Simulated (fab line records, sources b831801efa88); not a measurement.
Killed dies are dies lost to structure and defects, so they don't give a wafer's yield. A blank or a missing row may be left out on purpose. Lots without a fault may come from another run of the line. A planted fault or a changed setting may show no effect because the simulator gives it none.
Chamber matching | flow sky130 | SKY_VIA4_ETCH_12 on rie_diel-02: 4 sister chambers
The step etches SiO2 in C4F8/O2/Ar, stops on TiN, target depth 580 nm. 8 wafers are shown with their chamber, then 7 later ones without.

WAFERS WITH THEIR CHAMBER
wafer  | chamber | rf_fwd_power_W (W) | oes_product_au (a.u.)
L631.3 | 1       | 1503               | 0.926
L639.4 | 0       | 1499               | 0.927
L639.5 | 3       | 1483               | 0.925
L640.1 | 0       | 1490               | 0.926
L640.3 | 2       | 1490               | 0.927
L640.5 | 3       | 1492               | 0.924
L643.1 | 2       | 1488               | 0.920
L643.2 | 1       | 1495               | 0.941

WAFERS WITHOUT THEIR CHAMBER
wafer  | rf_fwd_power_W (W) | oes_product_au (a.u.)
L643.5 | 1499               | 0.929
L644.2 | 1497               | 0.923
L644.5 | 1493               | 0.925
L644.6 | 1479               | 0.923
L648.1 | 1485               | 0.920
L648.4 | 1481               | 0.920
L648.6 | 1494               | 0.924

WHICH CHAMBER EACH WENT THROUGH
wafer  | from the rows above               | in truth
L643.5 | can't be placed: 1 or 0 or 2 or 3 | 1
L644.2 | can't be placed: 0 or 2 or 3 or 1 | 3
L644.5 | can't be placed: 0 or 2 or 3 or 1 | 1
L644.6 | can't be placed: 3 or 2 or 0      | 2
L648.1 | can't be placed: 3 or 2 or 0      | 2
L648.4 | can't be placed: 3 or 2 or 0      | 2
L648.6 | can't be placed: 0 or 2 or 3 or 1 | 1
Placed correctly: 0 of 7. Can't be placed from these rows: 7 (the true chamber is among the candidates in 7). Placed wrongly: 0.
How it was worked out, from the rows above alone: a wafer's distance from a chamber is the root of the sum, over the readings, of the square of ((its reading less the chamber's mean) divided by the reading's scatter). The wafer belongs to the nearest chamber; if the next one is less than 2 further off, it can't be placed. A chamber's mean is the mean of its shown wafers. The scatter: the root of (the sum of the squares of (reading less its chamber's mean) over the shown wafers, divided by (wafers less chambers)).
